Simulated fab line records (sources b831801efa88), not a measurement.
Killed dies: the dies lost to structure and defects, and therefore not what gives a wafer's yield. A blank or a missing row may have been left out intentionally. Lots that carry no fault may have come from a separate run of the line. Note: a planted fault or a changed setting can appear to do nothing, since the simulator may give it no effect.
fab line records	flow sky130
record: lots: 6	wafers: 18	last_day: 50
route steps=708 shown LDD_HVP@283 LDD_LDN@289 PAD_OPEN@708
lots untouched by any fault: they come from a run of this same line in which no faults occurred
start_h: hours from the record's opening day to when the first of the lot's shown wafers began	wait_h: time in hours since the lot's previous step	" identical to the entry in the row above	L1.1+2: several wafers, shown together as one row	- either no value or no given start	* or withheld: withheld	< > ~ a bound
route shown NAME@n: names a module that has steps shown in the file, with the first one's number in the route	usual: mean/standard deviation of fault-free wafers	same: alike in all rows	chamber/n: place in a boat	sites: each site's reading	_std_site: the values' standard deviation	_edge_site: the outer-site mean with the inner-site mean subtracted	radius_mm: for every site, how far away it sits from the centre of the wafer	mask NAME#n: copy n	behind: the most recent tool/chamber to have shaped the wafer	hold: what put the lot on hold/how long, in hours/how the hold closed	device: the n, p or np transistor that did not switch	end of line: tests of these same wafers at the route's end	for a step that has no rows: nothing shown but its recipe	killed: dies lost to structure and defects at the first sort, not the wafer's yield	map: per-die view of a wafer (x killed, . not killed, _ where there is no die)
set.NAME: the run value of the setting; set.NAME@STEP: its run value at that earlier step	model.NAME: the simulator's own value behind a step, which no gauge read
a table for each step, a row for each wafer; lots at some steps of the route
services: the hour from which a tool's chamber was out of use, counted from the record's first day as start_h (under 0 if before that day), plus the number of hours and why
== steps ==
step: SKY_LDD_HVP_PEB_05
recipe: temp_c: withheld	time_s: *	resist: NOVOLAK
step: SKY_LDD_HVP_DEVELOP_06
recipe: resist: NOVOLAK	developer: TMAH	develop_time_s: 60	dev_temp_c: 23
step: SKY_LDD_HVP_OVL_MEAS_07
usual: LDD_HVP_OVL: 0.4/1.4
lot.wafer	tool	chamber	start_h	wait_h	LDD_HVP_OVL[nm]
L172.2	overlay-02	-	528.28	0.1	0.6
L172.4	"	-	"	"	1.3
L172.5	"	-	"	"	-0.4
L174.3	overlay-02	-	553.41	0.1	-1.1
L174.4	"	-	"	"	-0.2
L174.5	"	-	"	"	0.1
L178.1	overlay-01	-	590.58	0.1	0.5
L178.3	"	-	"	"	0.5
L178.5	"	-	"	"	1.7
L179.1	overlay-02	-	592.15	0.1	1.7
L179.4	"	-	"	"	-1.2
L179.6	"	-	"	"	1.2
L187.1	overlay-02	-	666.10	0.1	-1.2
L187.4	"	-	"	"	-2.5
L187.6	"	-	"	"	2.5
L191.2	overlay-01	-	690.66	0.1	-0.7
L191.3	"	-	"	"	2.2
L191.6	"	-	"	"	0.8
step: SKY_LDD_HVP_IMPLANT_08
recipe: species: B	energy_kev: 20	dose_cm2: 1.7e+13	tilt_deg: 17.9
step: SKY_LDD_HVP_STRIP_09
recipe: chemistry: O2/N2	power_w: 1400	pressure_mtorr: 1500	platen_temp_c: withheld	o2_flow_sccm: 3000	n2_flow_sccm: 300	overash_fraction: 0.5
usual: drypump_motor_current_A: 5.7/0.48	oes_product_au: 0.408/0.0044	strip_time_to_endpoint_s: 4.134/0.015
lot.wafer	tool	chamber	start_h	wait_h	drypump_motor_current_A	oes_product_au	rf_hours_counter_h	strip_time_to_endpoint_s
L172.2	plasma_asher-01	0	528.46	0.1	6.1	0.411	10	4.155
L172.4	"	1	"	"	5.7	0.407	-	4.134
L172.5	"	1	"	"	5.7	0.401	-	4.124
L174.3	plasma_asher-04	0	553.62	0.1	6.6	0.418	-	4.105
L174.4	"	1	"	"	5.5	0.407	-	4.119
L174.5	"	1	"	"	5.5	0.405	-	4.114
L178.1	plasma_asher-03	1	590.76	0.1	5.2	0.405	84	4.129
L178.3	"	1	"	"	5.2	0.411	-	4.098
L178.5	"	1	"	"	5.2	0.406	-	4.115
L179.1	plasma_asher-01	0	592.33	0.1	6.1	0.409	16	4.134
L179.4	"	0	"	"	6.1	0.418	-	4.140
L179.6	"	1	"	"	5.7	0.401	-	4.139
L187.1	plasma_asher-01	1	666.29	0.1	5.7	0.407	23	4.130
L187.4	"	1	"	"	5.7	0.407	-	4.157
L187.6	"	1	"	"	5.7	0.408	-	4.140
L191.2	plasma_asher-01	0	690.84	0.1	6.1	0.410	26	4.147
L191.3	"	1	"	"	5.7	0.403	-	4.141
L191.6	"	0	"	"	6.1	0.406	-	4.135
step: SKY_LDD_HVP_TW_MEAS_10
usual: LDD_HVP_TW: 458/3.4
lot.wafer	tool	chamber	start_h	wait_h	LDD_HVP_TW
L172.2	film_metro-02	-	528.57	0.1	459
L172.4	"	-	"	"	460
L172.5	"	-	"	"	461
L174.3	film_metro-02	-	553.70	0.1	462
L174.4	"	-	"	"	463
L174.5	"	-	"	"	459
L178.1	film_metro-01	-	590.86	0.1	454
L178.3	"	-	"	"	452
L178.5	"	-	"	"	455
L179.1	film_metro-03	-	592.43	0.1	464
L179.4	"	-	"	"	462
L179.6	"	-	"	"	462
L187.1	film_metro-03	-	666.39	0.1	459
L187.4	"	-	"	"	459
L187.6	"	-	"	"	461
L191.2	film_metro-02	-	690.95	0.1	456
L191.3	"	-	"	"	459
L191.6	"	-	"	"	457
step: SKY_LDD_LDN_DEHYDRATE_00
recipe: temp_c: 200	time_s: 60
step: SKY_LDD_LDN_HMDS_01
recipe: prime_time_s: 60	prime_temp_c: 120
step: SKY_LDD_LDN_COAT_02
recipe: resist: NOVOLAK	spin_rpm: 3000	resist_thk_nm: 1140
step: SKY_LDD_LDN_SOFTBAKE_03
recipe: temp_c: 90	time_s: 60	resist: NOVOLAK
step: SKY_LDD_LDN_EXPOSE_04
recipe: mask_id: LDNTM	na: 0.6	source_shape: conventional	sigma_outer: 0.6	polarization: unpolarized	target_cd_nm: 700	dose_mj: 140
step: SKY_LDD_LDN_PEB_05
recipe: temp_c: withheld	time_s: *	resist: NOVOLAK
step: SKY_LDD_LDN_DEVELOP_06
recipe: resist: NOVOLAK	developer: TMAH	develop_time_s: 60	dev_temp_c: 23
usual: developer_temp_C: 23.01/0.11
lot.wafer	tool	chamber	start_h	wait_h	developer_temp_C
L172.2	litho_track-02	0	558.36	0.1	22.93
L172.4	"	0	"	"	22.99
L172.5	"	0	"	"	23.06
L174.3	litho_track-04	0	582.98	0.1	23.11
L174.4	"	0	"	"	23.12
L174.5	"	0	"	"	22.98
L178.1	litho_track-02	0	619.39	0.1	23.92
L178.3	"	0	"	"	23.93
L178.5	"	0	"	"	23.97
L179.1	litho_track-02	0	621.89	0.1	23.87
L179.4	"	0	"	"	23.95
L179.6	"	0	"	"	23.84
L187.1	litho_track-01	0	694.25	0.1	22.95
L187.4	"	0	"	"	23.00
L187.6	"	0	"	"	23.01
L191.2	litho_track-01	0	718.77	0.1	22.79
L191.3	"	0	"	"	22.87
L191.6	"	0	"	"	22.90
step: SKY_LDD_LDN_OVL_MEAS_07
usual: LDD_LDN_OVL: -0.8/1.5
lot.wafer	tool	chamber	start_h	wait_h	LDD_LDN_OVL[nm]
L172.2	overlay-01	-	558.49	0.1	-0.8
L172.4	"	-	"	"	0.1
L172.5	"	-	"	"	-0.9
L174.3	overlay-01	-	583.09	0.1	0.9
L174.4	"	-	"	"	1.2
L174.5	"	-	"	"	0.0
L178.1	overlay-02	-	619.54	0.1	1.3
L178.3	"	-	"	"	0.2
L178.5	"	-	"	"	-1.2
L179.1	overlay-01	-	622.04	0.1	-0.2
L179.4	"	-	"	"	0.7
L179.6	"	-	"	"	-0.6
L187.1	overlay-01	-	694.40	0.1	-1.0
L187.4	"	-	"	"	-1.7
L187.6	"	-	"	"	-1.4
L191.2	overlay-02	-	718.91	0.1	-1.9
L191.3	"	-	"	"	-1.4
L191.6	"	-	"	"	-1.3
step: SKY_PAD_OPEN_PROBE_99
usual: killed_at_M0_to_M3: 43/6.7	killed_at_M4_up: 3.1/1.9	killed_at_contacts: 25/5	killed_at_front_end: 15/4	killed_at_other: 0.4/0.69	killed_dies: 87/9.2	killed_open: 46/7.1	killed_short: 40/6.8
same: gross_dies: 492	killed_at_back_side: 0
lot.wafer	tool	chamber	start_h	wait_h	killed_at_M0_to_M3	killed_at_M4_up	killed_at_contacts	killed_at_front_end	killed_at_other	killed_dies	killed_open	killed_short
L172.2	prober-02	-	1098.29	0.1	46	2	37	19	0	104	63	41
L172.4	prober-02	-	1098.39	0.2	39	6	22	14	0	81	53	27
L172.5	prober-02	-	1098.44	0.2	44	1	18	16	0	79	31	48
L174.3	prober-01	-	1116.98	0.2	48	1	25	11	0	85	46	39
L174.4	prober-01	-	1117.03	0.2	37	0	28	18	0	83	39	43
L174.5	prober-01	-	1117.08	0.2	61	2	26	13	0	102	51	50
L178.1	prober-01	-	1141.32	0.1	53	2	22	18	0	95	56	38
L178.3	prober-01	-	1141.42	0.2	45	4	21	18	0	88	41	46
L178.5	prober-01	-	1141.52	0.2	51	4	12	20	1	88	51	35
L179.1	prober-02	-	1142.92	0.1	40	3	22	23	1	89	49	40
L179.4	prober-02	-	1143.07	0.2	42	2	19	18	0	81	57	23
L179.6	prober-02	-	1143.17	0.2	38	2	25	16	0	81	46	35
L191.2	prober-01	-	1204.66	0.1	33	1	24	17	1	76	41	35
L191.3	prober-01	-	1204.71	0.2	38	3	25	14	0	80	45	35
L191.6	prober-01	-	1204.86	0.2	43	7	30	15	0	95	46	49
killed by level:class
L172.2 VIA1:geometric_particle:open=15 LI_CONTACT:geometric_particle:open=11 CONTACT:geometric_particle:open=10 LOCAL_INTERCONNECT:geometric_particle:short=8 VIA3:geometric_particle:open=7 VIA1:geometric_particle:short=6 VIA2:geometric_particle:open=6 FIELD_ISO:geometric_particle:open=5
L172.4 LI_CONTACT:geometric_particle:open=10 CONTACT:geometric_particle:open=9 VIA1:geometric_particle:open=8 VIA2:geometric_particle:open=6 POLY_GATE:geometric_particle:open=5 METAL2:geometric_particle:open=5 POLY_GATE:geometric_particle:short=4 METAL3:geometric_particle:open=4
L172.5 VIA1:geometric_particle:short=9 VIA1:geometric_particle:open=8 CONTACT:geometric_particle:short=6 METAL1:geometric_particle:short=6 FIELD_ISO:geometric_particle:open=5 METAL3:geometric_particle:short=5 VIA3:geometric_particle:open=5 CONTACT:geometric_particle:open=5
L174.3 METAL1:geometric_particle:short=10 VIA3:geometric_particle:open=9 CONTACT:geometric_particle:open=9 LI_CONTACT:geometric_particle:open=8 VIA1:geometric_particle:open=7 CONTACT:geometric_particle:short=6 METAL2:geometric_particle:short=6 VIA2:geometric_particle:open=6
L174.4 VIA3:geometric_particle:open=9 CONTACT:geometric_particle:open=9 LOCAL_INTERCONNECT:geometric_particle:short=8 FIELD_ISO:geometric_particle:short=7 VIA1:geometric_particle:open=5 VIA2:geometric_particle:open=5 FIELD_ISO:geometric_particle:open=4 POLY_GATE:geometric_particle:short=4
L174.5 METAL2:geometric_particle:short=14 VIA1:geometric_particle:open=11 METAL1:geometric_particle:short=9 VIA3:geometric_particle:open=9 LI_CONTACT:geometric_particle:open=7 CONTACT:geometric_particle:open=7 LOCAL_INTERCONNECT:geometric_particle:short=5 CONTACT:geometric_particle:short=5
L178.1 VIA1:geometric_particle:open=16 VIA3:geometric_particle:open=9 CONTACT:geometric_particle:open=7 VIA3:geometric_particle:short=6 FIELD_ISO:geometric_particle:short=5 VIA1:geometric_particle:short=5 FIELD_ISO:geometric_particle:open=4 POLY_GATE:geometric_particle:open=4
L178.3 VIA3:geometric_particle:open=8 METAL1:geometric_particle:short=7 CONTACT:geometric_particle:open=6 VIA1:geometric_particle:short=5 FIELD_ISO:geometric_particle:open=5 POLY_GATE:geometric_particle:short=5 LI_CONTACT:geometric_particle:open=5 LOCAL_INTERCONNECT:geometric_particle:short=5
L178.5 VIA1:geometric_particle:open=15 VIA3:geometric_particle:open=10 METAL1:geometric_particle:short=7 VIA1:geometric_particle:short=7 CONTACT:geometric_particle:open=6 LI_CONTACT:geometric_particle:open=4 VIA2:geometric_particle:open=4 METAL2:geometric_particle:short=4
L179.1 LOCAL_INTERCONNECT:geometric_particle:short=7 VIA1:geometric_particle:open=7 VIA2:geometric_particle:open=7 VIA3:geometric_particle:open=7 FIELD_ISO:geometric_particle:short=6 POLY_GATE:geometric_particle:short=6 LI_CONTACT:geometric_particle:open=6 FIELD_ISO:geometric_particle:open=5
L179.4 VIA1:geometric_particle:open=12 VIA3:geometric_particle:open=10 FIELD_ISO:geometric_particle:open=8 CONTACT:geometric_particle:open=8 VIA2:geometric_particle:open=6 LI_CONTACT:geometric_particle:open=4 LOCAL_INTERCONNECT:geometric_particle:short=4 FIELD_ISO:geometric_particle:short=3
L179.6 CONTACT:geometric_particle:open=12 VIA1:geometric_particle:open=10 METAL1:geometric_particle:short=6 FIELD_ISO:geometric_particle:short=5 VIA2:geometric_particle:open=5 FIELD_ISO:geometric_particle:open=4 POLY_GATE:geometric_particle:short=4 LI_CONTACT:geometric_particle:open=4
L191.2 CONTACT:geometric_particle:open=9 METAL1:geometric_particle:short=8 VIA1:geometric_particle:open=6 LOCAL_INTERCONNECT:geometric_particle:short=5 VIA2:geometric_particle:open=5 FIELD_ISO:geometric_particle:open=3 FIELD_ISO:geometric_particle:short=3 CONTACT:geometric_particle:short=3
L191.3 CONTACT:geometric_particle:open=9 LI_CONTACT:geometric_particle:open=7 VIA1:geometric_particle:open=7 VIA3:geometric_particle:open=7 FIELD_ISO:geometric_particle:short=6 VIA1:geometric_particle:short=5 VIA2:geometric_particle:open=5 METAL3:geometric_particle:short=5
L191.6 VIA1:geometric_particle:open=10 METAL2:geometric_particle:short=9 CONTACT:geometric_particle:short=8 LI_CONTACT:geometric_particle:open=8 VIA3:geometric_particle:open=7 CONTACT:geometric_particle:open=6 LOCAL_INTERCONNECT:geometric_particle:short=5 METAL4:geometric_particle:short=5
== services ==
tool	chamber	start_h	hours	kind
plasma_asher-04	-	530.70	0.7	repair
plasma_asher-03	-	604.10	2.8	pm
plasma_asher-01	-	653.95	1.4	repair
plasma_asher-04	-	654.22	2.8	pm
litho_track-01	-	671.83	-	consumable_replace:filter
plasma_asher-03	-	717.84	0.6	repair
== key ==
first_sign: step: SKY_LDD_LDN_DEVELOP_06	reading: developer_temp_C	direction: up	sigmas: 8.6	usual: *	struck: *
effect none on later readings
met_at SKY_LDD_LDN_DEVELOP_06
struck_wafers L178.1,L178.3,L178.5,L179.1,L179.4,L179.6
tester_left_out L178,L179
onset_between 558.36 619.39
fault: kind: process_parameter_drift	tool: litho_track-02	chamber: -	onset_h: 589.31	steps: SKY_LDD_LDN_DEVELOP_06	channel: dev_temp_c	offset: *	shape: step	end_h: 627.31	acts_in: *	stated: *
tester_left_out: of these lots the tester's yield and bins aren't shown, on N5 and GAA mostly nor the transistor test; their killed dies are dies lost to structure and defects alone, not to doping, threshold or leakage, so they don't give the yield
